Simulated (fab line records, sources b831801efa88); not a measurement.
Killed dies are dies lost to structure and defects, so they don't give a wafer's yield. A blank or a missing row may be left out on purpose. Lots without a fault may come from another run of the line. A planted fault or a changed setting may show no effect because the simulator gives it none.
Split-lot experiment | flow sfq_line | 5 lots, 23 wafers read, on a route of 325 steps

THE SPLIT
At SFQ_TRILAYER_L0_VIA_LITHO_COAT_013 (resist thk 650 nm), the setting spin_rpm was moved away from the recipe's 3000 rpm on 9 of the 23 wafers read, by -6.0% to +4.1%. The other wafers ran this setting at the recipe's value.

FROM THE SPLIT TO THE READING: what the file shows between them, 3 steps
- SFQ_TRILAYER_L0_VIA_LITHO_SOFTBAKE_017
- SFQ_TRILAYER_L0_VIA_LITHO_EXPOSE_014: exposes mask L0V, target cd 700 nm
- SFQ_TRILAYER_L0_VIA_LITHO_DEVELOP_015: time 60 s

THE READING
KrF_of_TRILAYER_L0_VIA_LITHO_COAT_013.thk_nm (the simulator's own value, which no gauge read), in nm, at SFQ_TRILAYER_L0_VIA_BARC_OPEN_VIA_ETCH_021 (etches BARC in O2, target depth 125 nm, time 42.74 s). The file gives no usual value for it. The 14 wafers here that ran the recipe average 573.1 nm, standard deviation 1 nm.

wafer  | tool, chamber at the split | spin_rpm as run, rpm | against the recipe | KrF_of_TRILAYER_L0_VIA_LITHO_COAT_013.thk_nm, nm | against lot-mates on the recipe
L075.1 | litho_track-02, 0          | 3000                 | recipe             | 572.7                                            | -
L075.2 | litho_track-02, 0          | 3000                 | recipe             | 573.4                                            | -
L075.3 | litho_track-02, 0          | 2911                 | -3.0%              | 581.1                                            | +8.1
L075.5 | litho_track-02, 0          | 2911                 | -3.0%              | 581.8                                            | +8.8
L075.6 | litho_track-02, 0          | 2911                 | -3.0%              | 582.6                                            | +9.6
L080.1 | litho_track-03, 0          | 2856                 | -4.8%              | 587.6                                            | +15.6
L080.3 | litho_track-03, 0          | 3000                 | recipe             | 572.1                                            | -
L080.4 | litho_track-03, 0          | 2856                 | -4.8%              | 588.9                                            | +16.9
L080.5 | litho_track-03, 0          | 3000                 | recipe             | 572.4                                            | -
L080.6 | litho_track-03, 0          | 3000                 | recipe             | 571.4                                            | -
L082.1 | litho_track-02, 0          | 3000                 | recipe             | 571.8                                            | -
L082.2 | litho_track-02, 0          | 3000                 | recipe             | 572.9                                            | -
L082.4 | litho_track-02, 0          | 2820                 | -6.0%              | 594.4                                            | +21.7
L082.5 | litho_track-02, 0          | 2820                 | -6.0%              | 595.1                                            | +22.4
L082.6 | litho_track-02, 0          | 3000                 | recipe             | 573.5                                            | -
L084.1 | litho_track-03, 0          | 3000                 | recipe             | 573.8                                            | -
L084.2 | litho_track-03, 0          | 3122                 | +4.1%              | 562.1                                            | -11.1
L084.4 | litho_track-03, 0          | 3000                 | recipe             | 573                                              | -
L084.5 | litho_track-03, 0          | 3122                 | +4.1%              | 562.9                                            | -10.3
L084.6 | litho_track-03, 0          | 3000                 | recipe             | 572.9                                            | -
L085.2 | litho_track-01, 0          | 3000                 | recipe             | 573.1                                            | -
L085.3 | litho_track-01, 0          | 3000                 | recipe             | 575.1                                            | -
L085.4 | litho_track-01, 0          | 3000                 | recipe             | 574.8                                            | -

THE FIT
A straight line over all 23 wafers: KrF_of_TRILAYER_L0_VIA_LITHO_COAT_013.thk_nm changes by -3.17 nm for each +1% of spin_rpm; r = -0.99; the points scatter about the line by 1.4 nm.
The same after taking each lot's own level away (the mean of its wafers on the recipe; 23 wafers): -3.25 nm for each +1%; r = -0.99; scatter 1.2 nm.
On that fit, the largest move of spin_rpm shifts the reading by 20 nm.
The lots' own levels span 571.97 to 574.33 nm, that is 2.4 times the standard deviation above.
So the lot-to-lot level changes the slope little: the two slopes agree.
Check: with one of the wafers moved furthest among these (-6.0%) left out of the fit, the line predicts +19.4 nm for it against its lot-mates. It came out at +21.7 nm against them.

OTHER SPLITS ON THESE WAFERS
These wafers also went through other splits before the reading. Each is held against what the fit with the lots' levels taken away leaves over:
other split on the same wafers                | wafers away from the commonest value | r with KrF_of_TRILAYER_L0_VIA_LITHO_COAT_013.thk_nm (lot level and that fit taken away)
SFQ_TRILAYER_INCOMING_OXIDATION_002 ox_time_s | 18                                   | -0.01
SFQ_TRILAYER_L0_LITHO_COAT_005 spin_rpm       | 5                                    | -0.20

THE WHOLE CHAIN: every reading that the file lists as answering this split, in the file's order
step                                       | what it does                                         | reading                                                                                       | change (the file's fit)              | r (the file's)
SFQ_TRILAYER_L0_VIA_LITHO_COAT_013         | resist thk 650 nm                                    | KrF_of_TRILAYER_L0_VIA_LITHO_COAT_013.thk_nm (the simulator's own value, which no gauge read) | -3.38 nm for each +1% of the setting | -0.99
SFQ_TRILAYER_L0_VIA_BARC_OPEN_VIA_ETCH_021 | etches BARC in O2, target depth 125 nm, time 42.74 s | KrF_of_TRILAYER_L0_VIA_LITHO_COAT_013.thk_nm (the simulator's own value, which no gauge read) | -3.32 nm for each +1% of the setting | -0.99

THE FILE'S OWN FIT
KrF_of_TRILAYER_L0_VIA_LITHO_COAT_013.thk_nm changes by -3.32 nm for each +1% of spin_rpm, r = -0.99.
